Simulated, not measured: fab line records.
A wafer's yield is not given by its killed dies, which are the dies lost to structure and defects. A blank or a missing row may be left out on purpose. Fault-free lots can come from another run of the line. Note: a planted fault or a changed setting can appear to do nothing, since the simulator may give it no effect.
The same fault as seen by 2 desks / flow gf180mcu / each desk has only its own numbers; what lay behind them comes last

DESK OF THE TOOL OWNER: lpcvd-02
The tool's own readings at GF_HV_LDD_CVD_54 (deposits SiO2 from TEOS, target thk 10 nm, time 75 s): means of the sampled wafers that have a number, for each lot that ran on this tool. A lot is out of limits, marked OUT, if its mean lies more than 4 standard deviations from the usual mean; the brackets give that distance.
Columns: A = spike-tc-top-C at GF_HV_LDD_CVD_54, usual 695.7 C; B = zone-power-lower-pct at GF_HV_LDD_CVD_54, usual 10.3 %
lot=L345; first seen here=day 12 14:17; A=693.9; B=10.6
lot=L349; first seen here=day 14 00:44; A=694.2; B=10.7
lot=L355; first seen here=day 16 01:35; A=693.2; B=10.8
lot=L357; first seen here=day 16 16:48; A=694.8; B=10.6
lot=L366; first seen here=day 19 20:44; A=694.6; B=10.6
Finding of this desk: none of the 5 lots has anything out of limits.

METROLOGY DESK
Lot by lot, what the gauges showed, no matter which tool ran the lot: averages of those sampled wafers that carry a number. A lot is out of limits, marked OUT, if its mean lies more than 4 standard deviations from the usual mean; the brackets give that distance.
Columns: A = HV_LDD_CVD_54_THK at GF_HV_LDD_THK_MEAS_55, usual 10.05 nm; B = SAB_OVL at GF_SAB_OVL_MEAS_10, usual -0.6 nm; C = M1_OVL at GF_M1_OVL_MEAS_15, usual -3 nm; D = V1_CVD_00_THK at GF_V1_THK_MEAS_01, usual 582 nm
lot=L344; first seen here=day 12 07:28; A=10.03; B=-3.1; C=-0; D=578
lot=L345; first seen here=day 12 15:18; A=10.16; B=-0.0; C=-0; D=585
lot=L346; first seen here=day 13 03:31; A=10.13; B=-0.6; C=-9; D=589
lot=L348; first seen here=day 13 19:33; A=9.91; B=0.5; C=-4; D=582
lot=L349; first seen here=day 14 01:46; A=9.88; B=2.0; C=1; D=589
lot=L355; first seen here=day 16 02:36; A=6.22 (-26) OUT; B=0.2; C=-1; D=578
lot=L357; first seen here=day 16 17:50; A=10.28; B=-1.2; C=2; D=579
lot=L362; first seen here=day 18 13:16; A=9.87; B=-1.8; C=-5; D=587
lot=L363; first seen here=day 18 22:02; A=9.98; B=0.7; C=-4; D=584
lot=L364; first seen here=day 19 08:36; A=10.03; B=-0.9; C=-2; D=579
lot=L365; first seen here=day 19 19:13; A=10.23; B=-0.3; C=-13; D=582
lot=L366; first seen here=day 19 21:46; A=10.10; B=-2.9; C=1; D=579
lot=L367; first seen here=day 20 04:12; A=10.00; B=-2.9; C=5; D=582
This desk's result: L355 out of limits, first on L355 (HV_LDD_CVD_54_THK at GF_HV_LDD_THK_MEAS_55), day 16 02:36. In limits: L344, L345, L346, L348, L349, L357, L362, L363, L364, L365, L366, L367.

PUT TOGETHER
At day 16 02:36 the metrology desk could have sounded an alarm, on L355.
The tool owner's desk saw nothing out of limits.
Tool owner's desk: L355 on record, inside its limits.
GF_HV_LDD_CVD_54 was run on lpcvd-02 by each of the lots named.

WHAT THE SIMULATOR HAD PUT IN
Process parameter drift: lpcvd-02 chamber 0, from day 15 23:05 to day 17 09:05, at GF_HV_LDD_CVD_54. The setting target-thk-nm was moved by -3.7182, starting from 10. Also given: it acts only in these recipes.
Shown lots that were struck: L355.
Hours from the fault's start to each desk's first reading out of limits: the metrology desk, 4.
